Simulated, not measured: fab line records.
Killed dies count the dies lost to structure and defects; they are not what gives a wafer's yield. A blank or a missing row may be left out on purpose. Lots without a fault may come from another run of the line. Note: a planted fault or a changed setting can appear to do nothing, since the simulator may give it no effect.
Which tool was responsible? -- flow gf180mcu -- 36 wafers from 12 lots sampled at 3 of the route's 602 steps

== WHAT EACH GAUGE READ, for each wafer ==
GF_MIM_RS_MEAS_10: the measuring method here is four-point-probe.
lot,measured,on,MIM_ALCU_RS (ohm/sq)
L858,day 26 14:37,filmMetro-01,0.1612 0.1593 0.1592
L859,day 27 02:01,filmMetro-04,0.1603 0.1613 0.1610
L860,day 27 08:19,filmMetro-03,0.1617 0.1627 0.1610
L861,day 27 16:49,filmMetro-01,0.1606 0.1620 0.1621
L862,day 27 21:04,filmMetro-01,0.1603 0.1598 0.1615
L864,day 28 11:41,filmMetro-01,0.1603 0.1597 0.1610
L865,day 28 18:41,filmMetro-04,0.1630 0.1600 0.1596
L868,day 29 19:46,filmMetro-04,0.1594 0.1621 0.1596
L870,day 30 05:59,filmMetro-04,0.1626 0.1597 0.1606
L878,day 32 05:06,filmMetro-01,0.1564 0.1619 0.1579
L879,day 32 12:58,filmMetro-04,0.1612 0.1593 0.1624
L881,day 32 23:59,filmMetro-03,0.1597 0.1592 0.1596

GF_MIM_THK_MEAS_11: measures by xrf.
lot,measured,on,MIM_ALCU_THK (nm)
L858,day 26 14:43,filmMetro-01,198.7 200.7 201.9
L859,day 27 02:07,filmMetro-04,197.7 198.2 198.1
L860,day 27 08:26,filmMetro-03,196.4 195.0 196.6
L861,day 27 16:56,filmMetro-01,200.0 198.2 197.6
L862,day 27 21:11,filmMetro-01,199.5 200.8 199.0
L864,day 28 11:47,filmMetro-01,201.8 202.5 200.5
L865,day 28 18:49,filmMetro-04,195.5 199.6 199.9
L868,day 29 19:53,filmMetro-04,201.0 196.8 199.6
L870,day 30 06:07,filmMetro-04,197.1 200.3 199.9
L878,day 32 05:13,filmMetro-01,204.8 197.8 202.8
L879,day 32 13:05,filmMetro-04,198.2 199.8 196.7
L881,day 33 00:05,filmMetro-03,200.9 199.8 200.4

== EACH LOT AND THE TOOL THAT RAN IT (in order: tool; ch and the chambers of the sampled wafers; start) ==
lot,GF_MIM_CVD_05
L858,"pecvd-01 ch 0,1,2, day 26 14:24"
L859,"pecvd-01 ch 0,2, day 27 01:47"
L860,"pecvd-03 ch 1,2, day 27 08:08"
L861,"pecvd-03 ch 0,1,2, day 27 16:38"
L862,"pecvd-01 ch 1,2, day 27 20:53"
L864,"pecvd-01 ch 0,1, day 28 11:28"
L865,"pecvd-03 ch 0,1,2, day 28 18:30"
L868,"pecvd-01 ch 1, day 29 19:32"
L870,"pecvd-01 ch 0,1,2, day 30 05:48"
L878,"pecvd-01 ch 1,2, day 32 04:54"
L879,"pecvd-01 ch 0,2, day 32 12:47"
L881,"pecvd-01 ch 0,2, day 32 23:44"
- GF_MIM_CVD_05: deposits Si3N4, target thk 42 nm, time 29.086 s.

== WHAT THE TOOLS THEMSELVES READ (means of the sampled wafers that have a number; where no wafer has one, the mark that the record gives instead) ==
GF_MIM_CVD_05.
lot,tool,heaterPowerW (W)
L858,pecvd-01,558
L859,pecvd-01,592
L860,pecvd-03,585
L861,pecvd-03,635
L862,pecvd-01,578
L864,pecvd-01,571
L865,pecvd-03,570
L868,pecvd-01,494
L870,pecvd-01,653
L878,pecvd-01,524
L879,pecvd-01,645
L881,pecvd-01,651

== THE ANSWER, worked out from the rows above alone ==
Rule: the lots themselves supply what counts as usual. Put in order of their means at a reading, lots are off if they are a third of the lots or fewer, leave a main group of 4 or more, and stand apart from it by a gap of 3 or more times the standard deviation of the main group's means; of several such gaps the widest counts. The tables above print the reading to a certain number of digits; a main group whose means all agree to those digits is not used. Also off: a lot with no number at a reading for which 4 or more lots have one. The other lots that the step has rows for count as sound. First the gauges in route order, then the tools' own readings, where a lot's mean is used as printed above. At the first step where some lot is off, the reading lying furthest off is the one used; lots without a number count as furthest.
No lot is off at any reading shown: from this, nothing can be told.

== WHAT THE SIMULATOR HAD INSERTED ==
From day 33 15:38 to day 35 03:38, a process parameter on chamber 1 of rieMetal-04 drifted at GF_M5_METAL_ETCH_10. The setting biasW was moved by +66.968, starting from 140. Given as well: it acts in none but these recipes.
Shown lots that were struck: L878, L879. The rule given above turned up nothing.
